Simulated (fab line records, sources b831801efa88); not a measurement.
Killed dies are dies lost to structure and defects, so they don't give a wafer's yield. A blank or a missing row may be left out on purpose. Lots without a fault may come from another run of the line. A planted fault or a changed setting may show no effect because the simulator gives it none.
Which tool did it? | flow sky130 | 11 lots, 33 wafers sampled, at 5 steps of a route of 708

WHAT THE GAUGES READ, wafer by wafer
SKY_METAL5_THK_MEAS_06: measures by xrf.
lot  | measured     | on            | METAL5_ALCU_THK (nm)
L879 | day 43 01:58 | film_metro-02 | 1165 1192 1142
L880 | day 43 06:59 | film_metro-01 | 1127 1130 1171
L881 | day 43 10:04 | film_metro-02 | 1157 1151 1168
L884 | day 44 14:34 | film_metro-03 | 1151 1128 1136
L885 | day 44 19:36 | film_metro-02 | 1145 1141 1152
L894 | day 46 22:14 | film_metro-01 | 1147 1135 1145
L896 | day 47 11:08 | film_metro-02 | 1128 1177 1150
L897 | day 47 20:26 | film_metro-01 | 1133 1097 1110
L898 | day 47 23:01 | film_metro-02 | 1131 1146 1133
L900 | day 48 09:52 | film_metro-03 | 1095 1102 1107
L901 | day 48 11:52 | film_metro-02 | 1100 1126 1128

SKY_PASSIVATION_THK_MEAS_03.
lot  | measured     | on            | PASSIVATION_CVD_02_THK (nm)
L879 | day 44 01:29 | film_metro-04 | 530 543 543
L880 | day 44 06:28 | film_metro-03 | 542 552 551
L881 | day 44 10:25 | film_metro-03 | 540 550 544
L884 | day 45 13:24 | film_metro-04 | 540 538 541
L885 | day 45 18:07 | film_metro-04 | 539 537 540
L894 | day 47 19:38 | film_metro-02 | 571 532 583
L896 | day 48 07:31 | film_metro-04 | 535 539 535
L897 | day 48 16:24 | film_metro-02 | 546 548 552
L898 | day 48 19:04 | film_metro-04 | 523 530 539
L900 | day 49 05:19 | film_metro-04 | 540 553 554
L901 | day 49 06:51 | film_metro-04 | 547 551 551

WHICH TOOL RAN EACH LOT (tool, then ch and the chambers of the sampled wafers, then the start)
lot  | SKY_VIA4_CMP_21               | SKY_METAL5_METAL_ETCH_15          | SKY_PASSIVATION_CVD_02
L879 | cmp-01 ch 0,1,3, day 43 01:22 | rie_metal-02 ch 0,1, day 44 00:12 | pecvd-01 ch 0,1,2, day 44 01:14
L880 | cmp-02 ch 0,2,3, day 43 06:29 | rie_metal-04 ch 0,1, day 44 05:23 | pecvd-01 ch 0,1,2, day 44 06:19
L881 | cmp-02 ch 0,1, day 43 09:28   | rie_metal-02 ch 0,1, day 44 09:20 | pecvd-01 ch 1,2, day 44 10:10
L884 | cmp-01 ch 0,1, day 44 13:58   | rie_metal-03 ch 0,1, day 45 12:15 | pecvd-03 ch 1,2, day 45 13:10
L885 | cmp-01 ch 0,1,2, day 44 19:01 | rie_metal-02 ch 1, day 45 16:45   | pecvd-03 ch 1,2, day 45 17:53
L894 | cmp-01 ch 0,1,2, day 46 21:38 | rie_metal-04 ch 0,1, day 47 18:27 | pecvd-01 ch 0,1, day 47 19:25
L896 | cmp-02 ch 0,1,2, day 47 10:40 | rie_metal-02 ch 0,1, day 48 06:17 | pecvd-03 ch 1,2, day 48 07:16
L897 | cmp-01 ch 0,1,2, day 47 19:52 | rie_metal-03 ch 0,1, day 48 15:15 | pecvd-03 ch 0,2, day 48 16:09
L898 | cmp-01 ch 0,1, day 47 22:28   | rie_metal-02 ch 0,1, day 48 17:52 | pecvd-04 ch 1,2, day 48 18:50
L900 | cmp-02 ch 0,3, day 48 09:19   | rie_metal-04 ch 0,1, day 49 04:14 | pecvd-03 ch 0,1,2, day 49 05:04
L901 | cmp-02 ch 0,2,3, day 48 11:17 | rie_metal-02 ch 0, day 49 05:37   | pecvd-03 ch 0,1,2, day 49 06:37
- SKY_VIA4_CMP_21: polishes, stops on SiO2, t overpolish 25 s, target thk 0 nm.
- SKY_METAL5_METAL_ETCH_15: etches the open film in Cl2/BCl3, stops on SiO2, target depth 1260 nm, time 252 s.
- SKY_PASSIVATION_CVD_02: deposits Si3N4, target thk 540 nm.

WHAT THE TOOLS THEMSELVES READ (means of the sampled wafers that have a number; where no wafer has one, the mark that the record gives instead)
SKY_VIA4_CMP_21.
lot  | tool   | motor_current_A (A) | overpolish_run_s (s) | platen_rpm (rpm) | slurry_filter_dp_kPa (kPa) | time_to_endpoint_s (s)
L879 | cmp-01 | 10.7                | 24.997               | 59.99            | 13.57                      | 123
L880 | cmp-02 | 10.2                | 24.997               | 60.00            | 13.48                      | 124
L881 | cmp-02 | 10.7                | 25.001               | 60.01            | 13.44                      | 126
L884 | cmp-01 | 10.2                | 24.993               | 59.93            | 13.38                      | 126
L885 | cmp-01 | 10.3                | 24.996               | 60.04            | 13.47                      | 124
L894 | cmp-01 | 10.6                | 25.001               | 59.98            | 13.47                      | 124
L896 | cmp-02 | 10.7                | 25.006               | 60.01            | 13.42                      | 123
L897 | cmp-01 | 10.6                | 24.991               | 60.00            | 13.39                      | 126
L898 | cmp-01 | 10.3                | 24.996               | 59.98            | 13.58                      | 129
L900 | cmp-02 | 10.3                | 25.001               | 60.07            | 13.61                      | 125
L901 | cmp-02 | 10.4                | 25.006               | 59.99            | 13.42                      | 123

SKY_METAL5_METAL_ETCH_15.
lot  | tool         | drypump_motor_current_A (A) | oes_product_au (a.u.) | throttle_valve_pct (%)
L879 | rie_metal-02 | 5.8                         | 0.894                 | 22.258
L880 | rie_metal-04 | 5.2                         | 0.896                 | 22.260
L881 | rie_metal-02 | 5.9                         | 0.896                 | 22.266
L884 | rie_metal-03 | 5.7                         | 0.895                 | 22.267
L885 | rie_metal-02 | 5.7                         | 0.892                 | 22.271
L894 | rie_metal-04 | 5.4                         | 0.893                 | 22.280
L896 | rie_metal-02 | 5.9                         | 0.893                 | 22.254
L897 | rie_metal-03 | 5.7                         | 0.892                 | 22.263
L898 | rie_metal-02 | 5.8                         | 0.890                 | 22.278
L900 | rie_metal-04 | 5.2                         | 0.890                 | 22.261
L901 | rie_metal-02 | 6.0                         | 0.893                 | 22.271

SKY_PASSIVATION_CVD_02.
lot  | tool     | heater_power_w (W)
L879 | pecvd-01 | 725
L880 | pecvd-01 | 718
L881 | pecvd-01 | 613
L884 | pecvd-03 | 984
L885 | pecvd-03 | 966
L894 | pecvd-01 | 720
L896 | pecvd-03 | 945
L897 | pecvd-03 | 891
L898 | pecvd-04 | 707
L900 | pecvd-03 | 894
L901 | pecvd-03 | 883

THE ANSWER, worked out from the rows above alone
Rule: what is usual is taken from the lots themselves. Put in order of their means at a reading, lots are off if they are a third of the lots or fewer, leave a main group of 4 or more, and stand apart from it by a gap of 3 or more times the standard deviation of the main group's means; of several such gaps the widest counts. A main group whose means are all the same, to the digits that the tables above print for the reading, isn't used. A lot without any number at a reading at which 4 lots or more have one is off too. The other lots that the step has rows for count as sound. The gauges are gone through in route order, then the tools' own readings, and for those a lot's mean is taken as printed above. The first step at which some lot is off is used, and at that step the reading that is off furthest; a lot without a number counts as furthest.
No lot is off at any reading shown: from this, nothing can be told.

WHAT THE SIMULATOR HAD PUT IN
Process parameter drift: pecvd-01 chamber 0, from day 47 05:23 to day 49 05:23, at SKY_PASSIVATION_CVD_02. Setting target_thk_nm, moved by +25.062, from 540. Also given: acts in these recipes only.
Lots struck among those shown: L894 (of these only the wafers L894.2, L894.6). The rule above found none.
